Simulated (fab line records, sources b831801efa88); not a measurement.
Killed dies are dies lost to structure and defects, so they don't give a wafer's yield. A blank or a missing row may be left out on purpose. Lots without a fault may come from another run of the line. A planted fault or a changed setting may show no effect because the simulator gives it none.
Chamber matching | flow sky130 | SKY_PASSIVATION_CVD_00 on pecvd-03: 3 sister chambers
The step deposits SiO2, target thk 90 nm. 6 wafers are shown with their chamber, then 12 later ones without.

WAFERS WITH THEIR CHAMBER
wafer  | chamber | heater_power_w (W)
L082.5 | 0       | 625
L088.3 | 0       | 605
L088.6 | 2       | 526
L092.3 | 1       | 634
L092.4 | 1       | 642
L092.5 | 2       | 548

WAFERS WITHOUT THEIR CHAMBER
wafer  | heater_power_w (W)
L093.3 | 618
L093.4 | 645
L093.6 | 603
L094.1 | 552
L094.3 | 647
L094.5 | 687
L096.1 | 585
L096.5 | 603
L096.6 | 733
L097.3 | 618
L097.4 | 600
L097.5 | 641

WHICH CHAMBER EACH WENT THROUGH
wafer  | from the rows above          | in truth
L093.3 | can't be placed: 0 or 1      | 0
L093.4 | can't be placed: 1 or 0      | 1
L093.6 | can't be placed: 0 or 1      | 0
L094.1 | 2                            | 2
L094.3 | can't be placed: 1 or 0      | 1
L094.5 | can't be placed: 1 or 0      | 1
L096.1 | can't be placed: 0 or 2 or 1 | 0
L096.5 | can't be placed: 0 or 1      | 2
L096.6 | can't be placed: 1 or 0      | 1
L097.3 | can't be placed: 0 or 1      | 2
L097.4 | can't be placed: 0 or 1      | 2
L097.5 | can't be placed: 1 or 0      | 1
Placed correctly: 1 of 12. Can't be placed from these rows: 11 (the true chamber is among the candidates in 8). Placed wrongly: 0.
How it was worked out, from the rows above alone: a wafer's distance from a chamber is the root of the sum, over the readings, of the square of ((its reading less the chamber's mean) divided by the reading's scatter). The wafer belongs to the nearest chamber; if the next one is less than 2 further off, it can't be placed. A chamber's mean is the mean of its shown wafers. The scatter: the root of (the sum of the squares of (reading less its chamber's mean) over the shown wafers, divided by (wafers less chambers)).
